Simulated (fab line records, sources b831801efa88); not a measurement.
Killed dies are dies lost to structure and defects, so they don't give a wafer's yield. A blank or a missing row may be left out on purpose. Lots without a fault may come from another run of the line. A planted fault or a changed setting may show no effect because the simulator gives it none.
fab line records | flow gf180mcu
record lots=11 wafers=33 last_day=34
route steps=602 shown NSD@244 V4@490 MIM@505
lots that met no fault: from a run of the same line without faults
start_h: hours from the record's first day to the start of the lot's first wafer shown | wait_h: hours since the lot's step before | " the same as in the row above | L1.1+2: a row that stands for several wafers | - no value, or no start given | * or withheld: withheld | < > ~ a bound
route shown NAME@n: a module of which the file shows steps, and the number in the route of the first | usual: mean/standard deviation of fault-free wafers | same: alike in all rows | chamber/n: place in a boat | sites: the reading at each site | _std_site: their standard deviation | _edge_site: outer sites' mean less inner sites' | radius_mm: how far each site lies from the wafer's centre | mask NAME#n: copy n | behind: the tool/chamber that last shaped the wafer | hold: why the lot was held/for how many hours/how that ended | device: the transistor (n, p or np) that didn't switch | end of line: the same wafers' tests at the end of the route | a step without rows: its recipe alone | killed: dies lost to structure and defects at the first sort, not the wafer's yield | map: a wafer's dies, x killed, . not, _ none there
set.NAME: the setting as run; set.NAME@STEP: as run at that earlier step | model.NAME: the simulator's own value behind a step, which no gauge read
steps of the route over a sample of lots; a table a step, a row a wafer
services: from which hour (start_h, from the record's first day; less than 0 if before it) a tool's chamber was out of use, for how many hours, and why
## steps
# step GF_NSD_IMPLANT_09
# recipe species=As energy_kev=60 dose_cm2=4e+15 tilt_deg=7
# usual beam_energy_keV=60.004/0.017 beam_on_s=17.2/0.62 end_station_pressure_torr=1.39e-05/7.6e-07 faraday_current_uA=12681/450
# columns lot.wafer tool chamber start_h wait_h beam_energy_keV beam_on_s end_station_pressure_torr faraday_current_uA
L287.2 implanter-01 0 295.59 0.0 60.012 17.4 1.29e-05 12569
L287.3 " 0 " " 60.019 17.8 1.33e-05 12330
L287.4 " 0 " " 60.020 18.3 1.41e-05 11876
L288.3 implanter-04 0 307.43 0.1 60.022 17.5 1.37e-05 12558
L288.5 " 0 " " 60.045 17.9 1.42e-05 12224
L288.6 " 0 " " 60.029 17.2 1.37e-05 12698
L289.2 implanter-01 0 310.49 0.0 59.976 17.3 1.43e-05 12608
L289.3 " 0 " " 60.001 17.9 1.34e-05 12167
L289.4 " 0 " " 60.001 18.5 1.36e-05 11802
L294.1 implanter-01 0 347.98 0.0 60.021 22.4 1.36e-05 9767
L294.3 " 0 " " 60.005 22.7 1.36e-05 9669
L294.4 " 0 " " 59.996 22.8 1.18e-05 9658
L296.1 implanter-01 0 368.83 0.0 60.015 21.7 1.32e-05 10142
L296.3 " 0 " " 60.027 22.3 1.22e-05 9841
L296.6 " 0 " " 59.997 22.1 1.32e-05 9953
L300.3 implanter-04 0 403.27 0.1 60.002 17.6 1.56e-05 12435
L300.4 " 0 " " 60.009 17.5 1.4e-05 12541
L300.5 " 0 " " 59.968 17.1 1.34e-05 12835
L302.2 implanter-03 0 416.10 0.0 60.027 16.2 1.33e-05 13465
L302.3 " 0 " " 59.997 16.9 1.32e-05 12895
L302.6 " 0 " " 60.017 16.1 1.51e-05 13522
L303.1 implanter-03 0 430.08 0.0 59.988 16.6 1.49e-05 13092
L303.4 " 0 " " 59.986 16.7 1.41e-05 13100
L303.5 " 0 " " 59.992 17.5 1.5e-05 12455
L305.1 implanter-04 0 442.23 0.0 59.999 17.3 1.28e-05 12611
L305.3 " 0 " " 60.007 17.3 1.35e-05 12612
L305.4 " 0 " " 59.977 17.7 1.46e-05 12382
L307.1 implanter-03 0 465.07 0.0 60.021 16.2 1.47e-05 13485
L307.2 " 0 " " 60.022 15.7 1.39e-05 13857
L307.6 " 0 " " 60.020 16.4 1.48e-05 13249
L310.1 implanter-03 0 503.37 0.0 59.985 16.1 1.31e-05 13567
L310.3 " 0 " " 60.003 16.9 1.27e-05 12910
L310.4 " 0 " " 60.006 16.8 1.45e-05 13023
# step GF_NSD_STRIP_11
# recipe chemistry=O2/N2 power_w=1400 pressure_mtorr=1500 platen_temp_c=250 o2_flow_sccm=3000 n2_flow_sccm=300 overash_fraction=0.5
# usual drypump_motor_current_A=5.6/0.35 heater_power_w=342/30 oes_product_au=0.487/0.0049 strip_time_to_endpoint_s=22.96/0.041
# columns lot.wafer tool chamber start_h wait_h drypump_motor_current_A heater_power_w oes_product_au rf_hours_counter_h strip_time_to_endpoint_s
L287.2 plasma_asher-04 1 295.86 0.1 6.2 293 0.484 65 22.90
L287.3 " 0 " " 5.6 352 0.490 - 22.91
L287.4 " 1 " " 6.2 282 0.478 - 22.90
L288.3 plasma_asher-02 0 307.71 0.1 5.8 353 0.486 - 22.92
L288.5 " 1 " " 5.5 373 0.490 - 22.94
L288.6 " 0 " " 5.8 357 0.485 - 22.99
L289.2 plasma_asher-04 0 310.76 0.1 5.6 352 0.483 66 22.88
L289.3 " 1 " " 6.2 290 0.480 - 22.87
L289.4 " 0 " " 5.6 346 0.487 - 22.88
L294.1 plasma_asher-01 1 348.28 0.1 5.0 336 0.475 59 23.70
L294.3 " 0 " " 5.6 309 0.483 - 23.75
L294.4 " 1 " " 4.9 348 0.473 - 23.66
L296.1 plasma_asher-04 1 369.13 0.1 6.3 289 0.487 72 23.70
L296.3 " 1 " " 6.2 291 0.478 - 23.72
L296.6 " 0 " " 5.6 331 0.482 - 23.72
L300.3 plasma_asher-02 1 403.56 0.1 5.5 367 0.490 - 22.98
L300.4 " 0 " " 5.8 358 0.490 - 23.02
L300.5 " 1 " " 5.5 370 0.487 - 22.97
L302.2 plasma_asher-04 0 416.37 0.1 5.6 349 0.489 78 23.01
L302.3 " 1 " " 6.2 282 0.481 - 22.97
L302.6 " 1 " " 6.2 287 0.489 - 22.99
L303.1 plasma_asher-02 1 430.38 0.1 5.5 362 0.477 0 23.00
L303.4 " 1 " " 5.5 346 0.487 - 22.98
L303.5 " 0 " " 5.8 383 0.491 - 23.02
L305.1 plasma_asher-02 1 442.53 0.1 5.5 373 0.487 1 23.01
L305.3 " 1 " " 5.5 363 0.494 - 23.00
L305.4 " 0 " " 5.8 368 0.494 - 22.97
L307.1 plasma_asher-01 1 465.37 0.1 5.0 339 0.486 72 22.93
L307.2 " 0 " " 5.6 308 0.491 72 22.90
L307.6 " 0 " " 5.6 308 0.488 - 22.97
L310.1 plasma_asher-02 0 503.67 0.1 5.8 369 0.495 7 22.93
L310.3 " 1 " " 5.5 356 0.486 - 22.95
L310.4 " 0 " " 5.8 377 0.485 - 22.94
# step GF_PSD_RS_MEAS_14
# recipe thk_meas_gauge=four-point-probe
# usual NSD_RS=46.15/0.083
# columns lot.wafer tool chamber start_h wait_h hold NSD_RS[ohm/sq]
L287.2 film_metro-03 - 316.57 0.1 - 46.07
L287.3 " - " " - 46.19
L287.4 " - " " - 46.05
L288.3 film_metro-04 - 328.49 0.1 - 46.21
L288.5 " - " " - 46.15
L288.6 " - " " - 45.95
L289.2 film_metro-01 - 331.99 0.1 - 46.22
L289.3 " - " " - 46.27
L289.4 " - " " - 46.16
L294.1 film_metro-03 - 370.52 0.1 await_dispo/0.2h/release 44.94
L294.3 " - " " await_dispo/0.2h/release 45.04
L294.4 " - " " await_dispo/0.2h/release 44.94
L294.1 film_metro-03 - 370.81 0.3 - 44.99
L294.3 " - " " - 44.92
L294.4 " - " " - 45.04
L296.1 film_metro-01 - 392.25 0.1 await_dispo/0.2h/release 44.89
L296.3 " - " " await_dispo/0.2h/release 44.95
L296.6 " - " " await_dispo/0.2h/release 45.03
L296.1 film_metro-01 - 392.54 0.3 - 44.96
L296.3 " - " " - 45.02
L296.6 " - " " - 45.07
L300.3 film_metro-01 - 428.04 0.1 - 46.31
L300.4 " - " " - 46.16
L300.5 " - " " - 46.09
L302.2 film_metro-04 - 440.37 0.1 - 46.05
L302.3 " - " " - 45.97
L302.6 " - " " - 46.03
L303.1 film_metro-01 - 455.60 0.1 - 46.24
L303.4 " - " " - 46.17
L303.5 " - " " - 45.98
L305.1 film_metro-01 - 467.22 0.1 - 46.06
L305.3 " - " " - 46.15
L305.4 " - " " - 46.09
L307.1 film_metro-03 - 489.25 0.1 - 46.14
L307.2 " - " " - 46.02
L307.6 " - " " - 46.10
L310.1 film_metro-03 - 527.22 0.1 - 46.14
L310.3 " - " " - 46.06
L310.4 " - " " - 45.95
# step GF_V4_CD_MEAS_14
# recipe target_cd_nm=260
# usual cd_nm=260.1/1
# columns lot.wafer tool chamber start_h wait_h cd_nm
L287.2 cd_sem-01 - 560.47 0.1 259.0
L287.3 " - " " 258.6
L287.4 " - " " 258.9
L288.3 cd_sem-01 - 570.75 0.1 261.2
L288.5 " - " " 260.6
L288.6 " - " " 260.0
L289.2 cd_sem-01 - 577.57 0.1 257.7
L289.3 " - " " 258.4
L289.4 " - " " 260.0
L294.1 cd_sem-02 - 612.60 0.1 258.8
L294.3 " - " " 260.2
L294.4 " - " " 259.3
L296.1 cd_sem-02 - 633.90 0.1 261.7
L296.3 " - " " 261.2
L296.6 " - " " 261.8
L300.3 cd_sem-02 - 663.94 0.3 260.2
L300.4 " - " " 259.3
L300.5 " - " " 260.4
L302.2 cd_sem-02 - 674.47 0.1 258.6
L302.3 " - " " 259.4
L302.6 " - " " 259.0
L303.1 cd_sem-01 - 686.20 0.1 257.1
L303.4 " - " " 257.6
L303.5 " - " " 258.1
L305.1 cd_sem-02 - 693.85 0.1 260.9
L305.3 " - " " 261.4
L305.4 " - " " 261.0
L307.1 cd_sem-01 - 712.06 0.1 260.9
L307.2 " - " " 261.4
L307.6 " - " " 261.0
L310.1 cd_sem-01 - 740.46 0.1 260.3
L310.3 " - " " 259.9
L310.4 " - " " 259.6
# step GF_MIM_SPUTTER_02
# recipe material=AlCu target_thk_nm=450 power_w=10600 time_s=23.9 chamber_pressure_pa=0.4
# usual throttle_valve_pct=30.0/1.1
# columns lot.wafer tool chamber start_h wait_h throttle_valve_pct
L287.2 pvd_sputter-01 - 562.12 0.0 29.4
L287.3 " - " " 29.3
L287.4 " - " " 31.0
L288.3 pvd_sputter-04 - 572.36 0.0 29.0
L288.5 " - " " 29.9
L288.6 " - " " 28.6
L289.2 pvd_sputter-02 - 579.19 0.0 31.4
L289.3 " - " " 29.8
L289.4 " - " " 29.4
L294.1 pvd_sputter-01 - 614.24 0.0 30.6
L294.3 " - " " 29.2
L294.4 " - " " 29.6
L296.1 pvd_sputter-01 - 635.54 0.0 29.1
L296.3 " - " " 29.2
L296.6 " - " " 29.4
L300.3 pvd_sputter-01 - 665.55 0.0 29.2
L300.4 " - " " 30.7
L300.5 " - " " 29.7
L302.2 pvd_sputter-01 - 676.12 0.0 29.2
L302.3 " - " " 30.8
L302.6 " - " " 31.0
L303.1 pvd_sputter-01 - 687.84 0.0 29.4
L303.4 " - " " 29.4
L303.5 " - " " 30.8
L305.1 pvd_sputter-01 - 695.66 0.0 30.9
L305.3 " - " " 29.5
L305.4 " - " " 29.5
L307.1 pvd_sputter-02 - 713.72 0.0 30.0
L307.2 " - " " 31.0
L307.6 " - " " 29.6
L310.1 pvd_sputter-01 - 742.11 0.0 29.7
L310.3 " - " " 30.8
L310.4 " - " " 29.7
# step GF_MIM_SPUTTER_08
# recipe material=AlCu target_thk_nm=200 power_w=10600 time_s=10.6 chamber_pressure_pa=0.4
# usual throttle_valve_pct=29.8/1.2
# columns lot.wafer tool chamber start_h wait_h throttle_valve_pct
L287.2 pvd_sputter-04 - 562.35 0.0 29.8
L287.3 " - " " 28.5
L287.4 " - " " 29.8
L288.3 pvd_sputter-02 - 572.58 0.0 29.9
L288.5 " - " " 29.5
L288.6 " - " " 31.2
L289.2 pvd_sputter-01 - 579.43 0.0 29.5
L289.3 " - " " 29.4
L289.4 " - " " 29.3
L294.1 pvd_sputter-02 - 614.46 0.0 31.4
L294.3 " - " " 29.7
L294.4 " - " " 29.5
L296.1 pvd_sputter-04 - 635.77 0.0 28.6
L296.3 " - " " 29.8
L296.6 " - " " 29.7
L300.3 pvd_sputter-04 - 665.77 0.0 28.8
L300.4 " - " " 29.5
L300.5 " - " " 29.8
L302.2 pvd_sputter-04 - 676.35 0.0 28.7
L302.3 " - " " 30.0
L302.6 " - " " 29.5
L303.1 pvd_sputter-02 - 688.07 0.0 31.6
L303.4 " - " " 29.8
L303.5 " - " " 29.7
L305.1 pvd_sputter-02 - 695.89 0.0 31.4
L305.3 " - " " 29.9
L305.4 " - " " 32.9
L307.1 pvd_sputter-04 - 713.95 0.0 29.5
L307.2 " - " " 29.8
L307.6 " - " " 29.9
L310.1 pvd_sputter-02 - 742.34 0.0 31.4
L310.3 " - " " 29.7
L310.4 " - " " 29.6
## services
# columns tool chamber start_h hours kind
implanter-03 - 271.68 0.8 repair
implanter-01 - 281.08 2.5 pm
pvd_sputter-04 - 359.09 1.0 repair
pvd_sputter-04 - 413.29 8.1 repair
plasma_asher-02 - 421.25 9.0 pm
plasma_asher-02 - 443.42 1.0 repair
implanter-01 - 500.27 4.1 repair
plasma_asher-02 - 504.47 0.9 repair
implanter-03 - 518.71 22.6 repair
pvd_sputter-01 - 534.14 18.9 repair
pvd_sputter-04 - 535.79 6.6 repair
implanter-01 - 540.34 7.4 repair
implanter-03 - 541.33 5.3 pm
implanter-03 - 558.78 5.3 pm
implanter-01 - 581.77 5.3 repair
plasma_asher-02 - 631.02 3.8 repair
implanter-03 - 671.60 2.6 repair
pvd_sputter-01 - 673.01 0.9 repair
pvd_sputter-04 - 673.67 0.7 repair
implanter-03 - 683.39 0.5 repair
pvd_sputter-01 - 701.21 8.5 repair
pvd_sputter-01 - 709.45 4.6 repair
plasma_asher-02 - 711.06 1.4 repair
implanter-01 - 716.98 3.9 repair
## key
first_sign step=GF_NSD_IMPLANT_09 reading=beam_on_s direction=up sigmas=8.3 usual=17.2 struck=22.3
effect step=GF_NSD_IMPLANT_09 reading=faraday_current_uA direction=down sigmas=6.3 usual=12681 struck=9838
effect step=GF_NSD_STRIP_11 reading=strip_time_to_endpoint_s direction=up sigmas=18 usual=* struck=*
effect step=GF_PSD_RS_MEAS_14 reading=visit direction=added
effect step=GF_PSD_RS_MEAS_14 reading=NSD_RS direction=down sigmas=14 usual=46.15 struck=44.96
met_at GF_NSD_IMPLANT_09
struck_lots L294,L296
tester_left_out L294,L296
not_acting_at GF_V4_CD_MEAS_14,GF_MIM_SPUTTER_02,GF_MIM_SPUTTER_08
onset_between 310.49 347.98
fault kind=process_parameter_drift tool=implanter-01 chamber=- onset_h=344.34 steps=GF_NSD_IMPLANT_09 channel=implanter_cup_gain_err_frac offset=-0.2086 shape=step end_h=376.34
# tester_left_out: of these lots the tester's yield and bins aren't shown, on N5 and GAA mostly nor the transistor test; their killed dies are dies lost to structure and defects alone, not to doping, threshold or leakage, so they don't give the yield
